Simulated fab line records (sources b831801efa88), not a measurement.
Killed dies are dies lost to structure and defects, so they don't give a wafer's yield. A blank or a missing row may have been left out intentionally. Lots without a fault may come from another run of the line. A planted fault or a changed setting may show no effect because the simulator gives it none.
Tool commonality check :: flow sky130 :: Sampled: 13 lots, 39 wafers

WHY IT WAS OPENED
SKY_SD_N_TW_MEAS_12, reading SD_N_TW: flagged on 1 of 13 lots. Wafers without a fault read 3963, standard deviation 23.
Rule: a lot gets a flag if all its wafers with a number sit over 4 standard deviations from that mean, or if no wafer of it has a number. All remaining lots are regarded as sound.

lot: L611
measured: day 27 14:22
on: film metro-03
SD_N_TW, wafer by wafer: 3983 3984 3974
flag: 

lot: L612
measured: day 28 00:24
on: film metro-03
SD_N_TW, wafer by wafer: 3960 3964 3961
flag: 

lot: L613
measured: day 29 18:27
on: film metro-02
SD_N_TW, wafer by wafer: 3985 3980 3957
flag: 

lot: L614
measured: day 29 23:15
on: film metro-02
SD_N_TW, wafer by wafer: 3978 3937 3941
flag: 

lot: L616
measured: day 30 08:04
on: film metro-04
SD_N_TW, wafer by wafer: 3988 3990 3964
flag: 

lot: L621
measured: day 31 00:44
on: film metro-02
SD_N_TW, wafer by wafer: 3933 3927 3910
flag: 

lot: L620
measured: day 31 06:50
on: film metro-02
SD_N_TW, wafer by wafer: 3941 3925 3921
flag: 

lot: L623
measured: day 31 16:06
on: film metro-03
SD_N_TW, wafer by wafer: 221 222 219
flag: FLAGGED

lot: L629
measured: day 33 18:58
on: film metro-02
SD_N_TW, wafer by wafer: 3913 3922 3928
flag: 

lot: L630
measured: day 34 03:02
on: film metro-03
SD_N_TW, wafer by wafer: 3976 3991 3980
flag: 

lot: L631
measured: day 34 05:26
on: film metro-02
SD_N_TW, wafer by wafer: 3963 3964 3940
flag: 

lot: L633
measured: day 35 02:04
on: film metro-04
SD_N_TW, wafer by wafer: 3980 3973 3972
flag: 

lot: L634
measured: day 35 02:33
on: film metro-04
SD_N_TW, wafer by wafer: 3931 3945 3952
flag: 
On average the flagged lots read 221, which is -3742 against the usual, or -99 or more standard deviations.

LOT BY LOT: THE TOOL USED
3 process steps preceding the reading are held in the record, out of 708 steps in the route. Every cell lists first the tool, next ch and the chambers used by the sampled wafers, and last the start.
lot: L611
flag: 
SKY_LDD_LDN_STRIP_12: plasma asher-02 ch 0,1, day 22 13:49
SKY_RES_XHIGH_STRIP_08: plasma asher-03 ch 0,1, day 26 08:44
SKY_SD_N_STRIP_11: plasma asher-01 ch 0,1, day 27 14:17

lot: L612
flag: 
SKY_LDD_LDN_STRIP_12: plasma asher-01 ch 0,1, day 23 00:58
SKY_RES_XHIGH_STRIP_08: plasma asher-04 ch 0,1, day 26 18:36
SKY_SD_N_STRIP_11: plasma asher-02 ch 0,1, day 28 00:18

lot: L613
flag: 
SKY_LDD_LDN_STRIP_12: plasma asher-02 ch 0,1, day 24 23:56
SKY_RES_XHIGH_STRIP_08: plasma asher-02 ch 0,1, day 28 15:10
SKY_SD_N_STRIP_11: plasma asher-01 ch 0,1, day 29 18:21

lot: L614
flag: 
SKY_LDD_LDN_STRIP_12: plasma asher-02 ch 0,1, day 25 00:26
SKY_RES_XHIGH_STRIP_08: plasma asher-02 ch 0,1, day 28 20:16
SKY_SD_N_STRIP_11: plasma asher-01 ch 1, day 29 23:09

lot: L616
flag: 
SKY_LDD_LDN_STRIP_12: plasma asher-04 ch 0,1, day 25 09:58
SKY_RES_XHIGH_STRIP_08: plasma asher-04 ch 0,1, day 29 03:59
SKY_SD_N_STRIP_11: plasma asher-04 ch 0,1, day 30 07:59

lot: L621
flag: 
SKY_LDD_LDN_STRIP_12: plasma asher-01 ch 0,1, day 26 03:17
SKY_RES_XHIGH_STRIP_08: plasma asher-02 ch 0,1, day 29 21:03
SKY_SD_N_STRIP_11: plasma asher-02 ch 0,1, day 31 00:38

lot: L620
flag: 
SKY_LDD_LDN_STRIP_12: plasma asher-04 ch 0,1, day 26 10:26
SKY_RES_XHIGH_STRIP_08: plasma asher-02 ch 0,1, day 30 02:35
SKY_SD_N_STRIP_11: plasma asher-04 ch 0,1, day 31 06:44

lot: L623
flag: FLAGGED
SKY_LDD_LDN_STRIP_12: plasma asher-02 ch 0,1, day 26 21:53
SKY_RES_XHIGH_STRIP_08: plasma asher-03 ch 0,1, day 30 11:45
SKY_SD_N_STRIP_11: plasma asher-01 ch 0,1, day 31 16:00

lot: L629
flag: 
SKY_LDD_LDN_STRIP_12: plasma asher-02 ch 0,1, day 29 02:16
SKY_RES_XHIGH_STRIP_08: plasma asher-03 ch 0,1, day 32 15:45
SKY_SD_N_STRIP_11: plasma asher-02 ch 0,1, day 33 18:51

lot: L630
flag: 
SKY_LDD_LDN_STRIP_12: plasma asher-01 ch 0,1, day 29 11:19
SKY_RES_XHIGH_STRIP_08: plasma asher-03 ch 0,1, day 32 23:45
SKY_SD_N_STRIP_11: plasma asher-02 ch 0,1, day 34 02:56

lot: L631
flag: 
SKY_LDD_LDN_STRIP_12: plasma asher-02 ch 0,1, day 29 14:32
SKY_RES_XHIGH_STRIP_08: plasma asher-03 ch 1, day 33 02:13
SKY_SD_N_STRIP_11: plasma asher-01 ch 0,1, day 34 05:20

lot: L633
flag: 
SKY_LDD_LDN_STRIP_12: plasma asher-01 ch 0,1, day 30 10:01
SKY_RES_XHIGH_STRIP_08: plasma asher-02 ch 0,1, day 33 22:23
SKY_SD_N_STRIP_11: plasma asher-01 ch 0,1, day 35 01:59

lot: L634
flag: 
SKY_LDD_LDN_STRIP_12: plasma asher-04 ch 0,1, day 30 12:58
SKY_RES_XHIGH_STRIP_08: plasma asher-03 ch 0,1, day 33 23:15
SKY_SD_N_STRIP_11: plasma asher-04 ch 0,1, day 35 02:27
These steps, and what they do:
- SKY_LDD_LDN_STRIP_12: strips in O2/N2.
- SKY_RES_XHIGH_STRIP_08: strips in O2/N2.
- SKY_SD_N_STRIP_11: strips in O2/N2.
- SKY_SD_N_TW_MEAS_12

FLAGGED AGAINST TOTAL, ONE TOOL AT A TIME (gauges that did the reading follow at the end)
step: SKY_LDD_LDN_STRIP_12
tool: plasma asher-01
lots run: 4
flagged: 0
share of the flagged lots: none
sound lots run after its first flagged lot: -

step: SKY_LDD_LDN_STRIP_12
tool: plasma asher-02
lots run: 6
flagged: 1
share of the flagged lots: all
sound lots run after its first flagged lot: 2 (L629,L631)

step: SKY_LDD_LDN_STRIP_12
tool: plasma asher-04
lots run: 3
flagged: 0
share of the flagged lots: none
sound lots run after its first flagged lot: -

step: SKY_RES_XHIGH_STRIP_08
tool: plasma asher-02
lots run: 5
flagged: 0
share of the flagged lots: none
sound lots run after its first flagged lot: -

step: SKY_RES_XHIGH_STRIP_08
tool: plasma asher-03
lots run: 6
flagged: 1
share of the flagged lots: all
sound lots run after its first flagged lot: 4 (L629,L630,L631,L634)

step: SKY_RES_XHIGH_STRIP_08
tool: plasma asher-04
lots run: 2
flagged: 0
share of the flagged lots: none
sound lots run after its first flagged lot: -

step: SKY_SD_N_STRIP_11
tool: plasma asher-01
lots run: 6
flagged: 1
share of the flagged lots: all
sound lots run after its first flagged lot: 2 (L631,L633)

step: SKY_SD_N_STRIP_11
tool: plasma asher-02
lots run: 4
flagged: 0
share of the flagged lots: none
sound lots run after its first flagged lot: -

step: SKY_SD_N_STRIP_11
tool: plasma asher-04
lots run: 3
flagged: 0
share of the flagged lots: none
sound lots run after its first flagged lot: -

step: SKY_SD_N_TW_MEAS_12
tool: film metro-02
lots run: 6
flagged: 0
share of the flagged lots: none
sound lots run after its first flagged lot: -

step: SKY_SD_N_TW_MEAS_12
tool: film metro-03
lots run: 4
flagged: 1
share of the flagged lots: all
sound lots run after its first flagged lot: 1 (L630)

step: SKY_SD_N_TW_MEAS_12
tool: film metro-04
lots run: 3
flagged: 0
share of the flagged lots: none
sound lots run after its first flagged lot: -

THE TABLE: WHAT IT ALLOWS
4 rows of the table ran every flagged lot: plasma asher-02 at SKY_LDD_LDN_STRIP_12, plasma asher-03 at SKY_RES_XHIGH_STRIP_08, plasma asher-01 at SKY_SD_N_STRIP_11, film metro-03 at SKY_SD_N_TW_MEAS_12.
- plasma asher-02 at SKY_LDD_LDN_STRIP_12 ran 6 lots, 1 of them flagged. Lots that were sound ran on it after the first flagged one (L629, L631); a persistent fault on the entire tool would not allow that.
- plasma asher-03 at SKY_RES_XHIGH_STRIP_08 ran 6 lots, 1 of them flagged. Lots that were sound ran on it after the first flagged one (L629, L630, L631, L634); a persistent fault on the entire tool would not allow that. Its own readings (oes product au) fall more than 4 standard deviations out on all wafers of the flagged lots.
- plasma asher-01 at SKY_SD_N_STRIP_11 ran 6 lots, 1 of them flagged. Lots that were sound ran on it after the first flagged one (L631, L633); a persistent fault on the entire tool would not allow that. Its own readings (strip time to endpoint s) fall more than 4 standard deviations out on all wafers of the flagged lots.
- film metro-03 at SKY_SD_N_TW_MEAS_12 ran 4 lots, 1 of them flagged. Lots that were sound ran on it after the first flagged one (L630); a persistent fault on the entire tool would not allow that.
There is no row in the table that ran each flagged lot and no sound lot after the first.

WHAT HAD BEEN PUT IN BY THE SIMULATOR
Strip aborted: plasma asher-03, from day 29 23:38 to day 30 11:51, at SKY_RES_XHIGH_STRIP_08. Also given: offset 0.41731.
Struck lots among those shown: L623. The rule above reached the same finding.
